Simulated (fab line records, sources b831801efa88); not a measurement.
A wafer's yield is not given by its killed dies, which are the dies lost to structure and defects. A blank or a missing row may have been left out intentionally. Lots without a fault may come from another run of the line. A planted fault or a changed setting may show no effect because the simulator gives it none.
Chamber matching -- flow sfq-line -- cmp-01 running SFQ_TRILAYER_I0_CMP_CMP_028: 4 sister chambers
The step polishes SiO2. 8 wafers are shown with their chamber, then 7 later ones without.

WAFERS WITH THEIR CHAMBER
wafer,chamber,motor-current-A (A),time-to-endpoint-s (s)
L507.3,0,9.5,213
L508.5,2,9.6,241
L515.4,0,9.9,214
L515.5,3,9.9,207
L517.3,3,9.3,196
L517.6,1,11.3,220
L525.1,1,10.9,214
L525.4,2,9.7,215

WAFERS MISSING THEIR CHAMBER
wafer,motor-current-A (A),time-to-endpoint-s (s)
L525.5,10.1,216
L527.2,9.6,213
L527.4,11.1,218
L527.3,9.5,211
L528.1,10.4,210
L528.3,9.7,214
L528.4,10.2,202

WHICH CHAMBER EACH WENT THROUGH
wafer,from the rows above,in truth
L525.5,can't be placed: 0 or 2 or 3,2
L527.2,can't be placed: 0 or 3 or 2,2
L527.4,1,1
L527.3,can't be placed: 0 or 3 or 2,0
L528.1,can't be placed: 0 or 1 or 3 or 2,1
L528.3,can't be placed: 0 or 3 or 2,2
L528.4,can't be placed: 0 or 3 or 2 or 1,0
Placed correctly: 1 of 7. These rows do not allow placing 6 (true chamber among the candidates in 6). 0 placed wrongly.
How it was worked out, from the rows above alone: a wafer's distance from a chamber is the root of the sum, over the readings, of the square of ((its reading less the chamber's mean) divided by the reading's scatter). If the next closest chamber is less than 2 further off than the closest, the wafer can't be placed; otherwise it belongs to the closest. Each chamber's mean is taken over the wafers shown for it. The scatter: the root of (the sum of the squares of (reading less its chamber's mean) over the shown wafers, divided by (wafers less chambers)).
